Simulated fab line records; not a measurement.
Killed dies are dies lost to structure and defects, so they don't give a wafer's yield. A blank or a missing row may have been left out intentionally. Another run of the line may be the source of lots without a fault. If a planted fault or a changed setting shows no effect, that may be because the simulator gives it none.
Which tool did it? -- flow sfq_line -- 7 lots with 21 wafers sampled at 2 steps, on a route of 325 steps

WHAT THE GAUGES SHOWED, per wafer
SFQ_JJ_RS_MEAS_929: measures by four-point-probe.
lot,measured,on,JJ_NB_RS (ohm/sq)
L732,day 50 16:19,film_metro-02,1.054 1.052 1.051
L734,day 51 10:58,film_metro-01,1.057 1.038 1.055
L739,day 51 21:35,film_metro-02,1.039 1.062 1.063
L743,day 52 02:33,film_metro-02,1.048 1.070 1.061
L745,day 57 03:50,film_metro-04,1.044 1.054 1.044
L748,day 59 06:43,film_metro-02,1.049 1.055 1.039
L753,day 60 04:58,film_metro-02,1.054 1.062 1.061

EACH LOT AND THE TOOL THAT RAN IT (in order: tool; ch and the chambers of the sampled wafers; start)
lot,SFQ_TRILAYER_JJ_TRILAYER_DEP_SPUTTER_112
L732,"pvd_sputter-06, day 50 16:12"
L734,"pvd_sputter-04, day 51 10:53"
L739,"pvd_sputter-04, day 51 21:29"
L743,"pvd_sputter-04, day 52 02:28"
L745,"pvd_sputter-04, day 57 03:44"
L748,"pvd_sputter-06, day 59 06:37"
L753,"pvd_sputter-03, day 60 04:52"
- SFQ_TRILAYER_JJ_TRILAYER_DEP_SPUTTER_112: material Nb, target thk 170 nm, time 113.3 s.

THE ANSWER, worked out from the rows above alone
Rule: usual is defined by the lots themselves. The widest of any qualifying gaps counts: lots, ordered by their means at a reading, are off when they make up no more than a third of the lots, leave a main group of 4 or more, and stand apart from it by 3 or more times the standard deviation of that group's means. If all means in a main group match to the digits the tables above print for the reading, that group is not used. Also off: a lot with no number at a reading for which 4 or more lots have one. Where the step has rows for the other lots, those lots are counted as sound.
No lot is off at any reading shown: from this, nothing can be told.

WHAT HAD BEEN PUT IN BY THE SIMULATOR
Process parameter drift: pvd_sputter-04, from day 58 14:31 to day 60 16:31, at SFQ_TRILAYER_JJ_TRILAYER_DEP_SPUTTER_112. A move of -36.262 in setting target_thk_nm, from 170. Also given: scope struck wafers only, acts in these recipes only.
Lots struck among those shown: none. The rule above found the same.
